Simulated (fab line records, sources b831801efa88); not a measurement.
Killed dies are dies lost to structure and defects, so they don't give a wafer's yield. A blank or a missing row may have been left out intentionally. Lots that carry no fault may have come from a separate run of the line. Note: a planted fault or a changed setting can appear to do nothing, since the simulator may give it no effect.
Comparing a struck lot with a sound one :: flow sky130 :: 36 out of 708 route steps
Sound: the wafers L422.2, L422.4, L422.6. Struck: wafers L426.4, L426.5. (L426.2 of the same lot was not struck and is left out.) The cause comes at the end.
Per side, at each step with rows, come the tool, then ch with its chambers, and then its first start. Under that, the readings that differ: sound wafers :: struck wafers :: difference of the means :: sigmas: that difference in standard deviations of wafers without a fault.
alike: words and numbers the same on both sides, and readings whose means are apart by under 2 such deviations; not compared: readings that were withheld, readings missing a value for some wafer, numbers with overlapping values and no deviation given by the record, and bounds like >300 which may hide the same value.
A row with sigmas, a row that says differs or no value, or rows on one side alone: a step with any of these is where the two part. When numbers do not overlap yet have no deviation, they are printed without sigmas and do not part them. A reading that every wafer of one side lacks parts them only if that side has two wafers or more.

first, 10 steps without rows for these wafers: SKY_METAL4_HMDS_06 (prime time 60 s); SKY_METAL4_COAT_07 (resist thk 60 nm); SKY_METAL4_COAT_08 (resist thk 1140 nm); SKY_METAL4_SOFTBAKE_09 (time 90 s); SKY_METAL4_EXPOSE_10 (exposes mask MM4, target cd 300 nm); SKY_METAL4_PEB_11; SKY_METAL4_DEVELOP_12 (develop time 60 s); SKY_METAL4_DESCUM_15 (chemistry O2, time 8 s); SKY_METAL4_ETCH_16 (etches BARC in N2/H2, stops on SiO2, time 88.2 s, target depth 60 nm); SKY_METAL4_ETCH_17 (etches SiO2 in C4F8/O2/Ar, stops on TiN, time 3.9 s, target depth 15 nm).
SKY_METAL4_METAL_ETCH_18: etches the open film in Cl2/BCl3, stops on SiO2, target depth 845 nm, time 183.1 s.
  sound on rieMetal-01 ch 1, day 45 02:45; struck on rieMetal-01 ch 1, day 46 04:04
  alike: bcl3FlowSccm, drypumpMotorCurrentA, mfcCl2Sccm, oesProductAu, rfFwdPowerW, throttleValvePct
  not compared: rfHoursCounterH
then, 24 steps without rows for these wafers: SKY_METAL4_STRIP_19 (strips in O2/N2); SKY_METAL4_STRIP_20 (strips in post etch residue remover, time 1200 s); SKY_METAL4_CLEAN_21 (cleans in IPA, time 180 s); SKY_METAL4_CLEAN_22 (cleans in O3/DIW); SKY_VIA4_HDPCVD_00 (deposits SiO2, target thk 1750 nm, time 291.7 s); SKY_VIA4_CMP_02 (polishes SiO2); SKY_VIA4_DEHYDRATE_04 (time 60 s); SKY_VIA4_HMDS_05 (prime time 60 s); SKY_VIA4_COAT_06 (resist thk 1140 nm); SKY_VIA4_SOFTBAKE_07 (time 60 s); SKY_VIA4_EXPOSE_08 (exposes mask VIM4, target cd 800 nm); SKY_VIA4_PEB_09; SKY_VIA4_DEVELOP_10 (develop time 60 s); SKY_VIA4_ETCH_12 (etches SiO2 in C4F8/O2/Ar, stops on TiN, target depth 580 nm); SKY_VIA4_STRIP_13 (strips in O2/N2); SKY_VIA4_STRIP_14 (strips in post etch residue remover, time 1200 s); SKY_VIA4_CLEAN_15 (cleans in IPA, time 180 s); SKY_VIA4_CLEAN_16 (cleans in O3/DIW); SKY_VIA4_SPUTTER_17 (material TiN, target thk 20 nm, time 80 s); SKY_VIA4_CVD_18 (deposits W, target thk 505 nm, time 152.14 s); SKY_VIA4_CMP_21 (polishes, stops on SiO2, t overpolish 25 s, target thk 0 nm); SKY_METAL5_SPUTTER_00 (material Ti, target thk 15 nm, time 10 s); SKY_METAL5_SPUTTER_01 (material TiN, target thk 20 nm, time 16.7 s); SKY_METAL5_SPUTTER_02 (material AlCu, target thk 1150 nm, time 61.2 s).
-- the record jumps here: 3 days lie between the struck wafers' starts before and after (it left off in module METAL5 and takes up again in module PAD_OPEN, whose first step shown is number 708 of the route) --
SKY_PAD_OPEN_PROBE_99:
  sound on prober-02, day 48 18:09; struck on prober-02, day 49 15:29
reading: defectLimitedYield (%)
sound: 80.5 83.5 80.5
struck: 72.2 72.0
difference: -9.4
sigmas: -5

reading: killed_at_M4_up
sound: 5 1 0
struck: 54 59
difference: +54
sigmas: +27

reading: killedDies
sound: 96 81 96
struck: 137 138
difference: +46
sigmas: +5

reading: sort_bin_3_pad_short (%)
sound: 1.4 0.8 0.6
struck: 1.8 2.8
difference: +1.4
sigmas: +3

reading: sort_bin_5_function (%)
sound: 12.6 9.1 11.2
struck: 19.1 19.1
difference: +8.1
sigmas: +5

reading: sortNPass
sound: 396 411 396
struck: 355 354
difference: -46
sigmas: -5

reading: sortYieldPct (%)
sound: 80.5 83.5 80.5
struck: 72.2 72.0
difference: -9.4
sigmas: -5

reading: model.etest.tester.sortNPass
sound: 396 411 396
struck: 355 354
difference: -46
sigmas: 

reading: model.etest.tester.sortYieldPct (%)
sound: 80.49 83.54 80.49
struck: 72.15 71.95
difference: -9.46
sigmas: 

reading: model.etest.tester.sort_bin_5_pct (%)
sound: 12.6 9.146 11.18
struck: 19.11 19.11
difference: +8.13
sigmas: 

reading: model.etest.tester.sort_bin_3_pct (%)
sound: 1.423 0.813 0.6098
struck: 1.829 2.846
difference: +1.389
sigmas: 
  alike: killed_at_M0_to_M3, killedAtContacts, killedAtFrontEnd, killedAtOther, killedOpen, killedShort, sort_bin_6_memory

WHERE THEY PART
Only at SKY_PAD_OPEN_PROBE_99, as far as this record shows.

WHY: what the simulator had put in
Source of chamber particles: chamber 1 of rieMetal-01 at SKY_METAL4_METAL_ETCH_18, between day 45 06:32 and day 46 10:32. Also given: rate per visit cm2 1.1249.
